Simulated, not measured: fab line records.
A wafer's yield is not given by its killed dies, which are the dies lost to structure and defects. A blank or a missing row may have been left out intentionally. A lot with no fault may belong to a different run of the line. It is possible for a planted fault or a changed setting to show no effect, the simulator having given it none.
Matching of chambers ; flow sky130 ; SKY_VIA4_HDPCVD_00 on hdpcvd-02 has 3 sister chambers
The step deposits SiO2, target thk 1750 nm, time 291.7 s. 16 wafers are shown with their chamber, then 8 later ones without.

== WAFERS, EACH WITH ITS CHAMBER ==
wafer;chamber;pressure_mtorr (mTorr)
L383.4;2;5.988
L383.5;1;6.006
L383.6;0;5.991
L386.2;1;5.977
L386.5;1;5.997
L386.6;0;6.009
L389.1;0;6.011
L389.4;0;5.997
L389.6;1;5.994
L390.2;0;5.999
L390.4;2;6.021
L390.6;0;6.001
L399.1;2;6.009
L399.2;0;6.004
L399.3;1;6.005
L400.1;2;5.992

SIGNATURES (means of the wafers above)
reading;chamber 0;chamber 1;chamber 2;scatter within a chamber
pressure_mtorr;6.00171;5.99580;6.00250;0.0109
Rule: a wafer's distance from a chamber is the root of the sum, over the readings, of the square of ((its reading less the chamber's mean) divided by the reading's scatter). If the next closest chamber is less than 2 further off than the closest, the wafer can't be placed; otherwise it belongs to the closest. The scatter is the square root of a quotient: the sum, over the shown wafers, of each reading's squared deviation from its chamber's mean, divided by wafers minus chambers.

== WAFERS MISSING THEIR CHAMBER ==
wafer;pressure_mtorr (mTorr)
L400.3;5.986
L400.6;5.997
L402.1;6.008
L402.2;5.991
L402.5;6.011
L404.4;5.993
L404.5;6.007
L404.6;5.998

== CHAMBER TAKEN BY EACH ==
wafer;from the rows above;in truth
L400.3;can't be placed: 1 or 0 or 2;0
L400.6;can't be placed: 1 or 0 or 2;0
L402.1;can't be placed: 2 or 0 or 1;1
L402.2;can't be placed: 1 or 0 or 2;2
L402.5;can't be placed: 2 or 0 or 1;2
L404.4;can't be placed: 1 or 0 or 2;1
L404.5;can't be placed: 2 or 0 or 1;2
L404.6;can't be placed: 1 or 0 or 2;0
Correct placement for 0 of the 8. From these rows, 8 cannot be placed; in 8 the true chamber is one of the candidates. 0 placed wrongly.
